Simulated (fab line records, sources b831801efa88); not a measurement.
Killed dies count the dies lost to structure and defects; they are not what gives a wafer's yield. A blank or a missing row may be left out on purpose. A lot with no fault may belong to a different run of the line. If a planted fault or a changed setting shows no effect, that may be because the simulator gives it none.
Chamber matching || flow sky130 || SKY_VIA3_CMP_02 on cmp-01: 4 sister chambers
The step polishes SiO2. 8 wafers are shown with their chamber, then 7 later ones without.

EACH WAFER AND ITS CHAMBER
{"wafer": "L904.1", "chamber": 3, "motor-current-A (A)": 11.2, "slurry-filter-dp-kPa (kPa)": 13.58}
{"wafer": "L906.2", "chamber": 0, "motor-current-A (A)": 11.2, "slurry-filter-dp-kPa (kPa)": 13.62}
{"wafer": "L906.5", "chamber": 1, "motor-current-A (A)": 13.1, "slurry-filter-dp-kPa (kPa)": 13.59}
{"wafer": "L918.1", "chamber": 2, "motor-current-A (A)": 12.7, "slurry-filter-dp-kPa (kPa)": 13.48}
{"wafer": "L918.3", "chamber": 3, "motor-current-A (A)": 11.7, "slurry-filter-dp-kPa (kPa)": 13.66}
{"wafer": "L918.5", "chamber": 1, "motor-current-A (A)": 13.6, "slurry-filter-dp-kPa (kPa)": 13.42}
{"wafer": "L917.2", "chamber": 0, "motor-current-A (A)": 10.1, "slurry-filter-dp-kPa (kPa)": 13.55}
{"wafer": "L917.5", "chamber": 2, "motor-current-A (A)": 13.5, "slurry-filter-dp-kPa (kPa)": 13.28}

WAFERS WITH NO CHAMBER GIVEN
{"wafer": "L917.6", "motor-current-A (A)": 11.2, "slurry-filter-dp-kPa (kPa)": 13.70}
{"wafer": "L921.1", "motor-current-A (A)": 13.3, "slurry-filter-dp-kPa (kPa)": 13.45}
{"wafer": "L921.5", "motor-current-A (A)": 12.7, "slurry-filter-dp-kPa (kPa)": 13.71}
{"wafer": "L921.6", "motor-current-A (A)": 11.7, "slurry-filter-dp-kPa (kPa)": 13.35}
{"wafer": "L923.1", "motor-current-A (A)": 11.4, "slurry-filter-dp-kPa (kPa)": 13.46}
{"wafer": "L923.4", "motor-current-A (A)": 13.1, "slurry-filter-dp-kPa (kPa)": 13.42}
{"wafer": "L923.6", "motor-current-A (A)": 12.5, "slurry-filter-dp-kPa (kPa)": 13.45}

CHAMBER TAKEN BY EACH
{"wafer": "L917.6", "from the rows above": "can't be placed: 3 or 0", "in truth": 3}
{"wafer": "L921.1", "from the rows above": "can't be placed: 1 or 2", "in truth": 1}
{"wafer": "L921.5", "from the rows above": "can't be placed: 1 or 3 or 2 or 0", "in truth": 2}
{"wafer": "L921.6", "from the rows above": "can't be placed: 2 or 3 or 0 or 1", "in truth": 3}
{"wafer": "L923.1", "from the rows above": "can't be placed: 3 or 0 or 2", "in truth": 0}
{"wafer": "L923.4", "from the rows above": "can't be placed: 2 or 1", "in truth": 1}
{"wafer": "L923.6", "from the rows above": "can't be placed: 2 or 1 or 3", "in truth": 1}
Placed correctly: 0 of 7. Not placeable from these rows: 7 (in 7, the candidates include the true chamber). Wrongly placed: 0.
How it was worked out, from the rows above alone: a wafer's distance from a chamber is the root of the sum, over the readings, of the square of ((its reading less the chamber's mean) divided by the reading's scatter). The wafer belongs to the nearest chamber; if the next one is less than 2 further off, it can't be placed. The mean given for a chamber averages the wafers shown for that chamber. The scatter: the root of (the sum of the squares of (reading less its chamber's mean) over the shown wafers, divided by (wafers less chambers)).
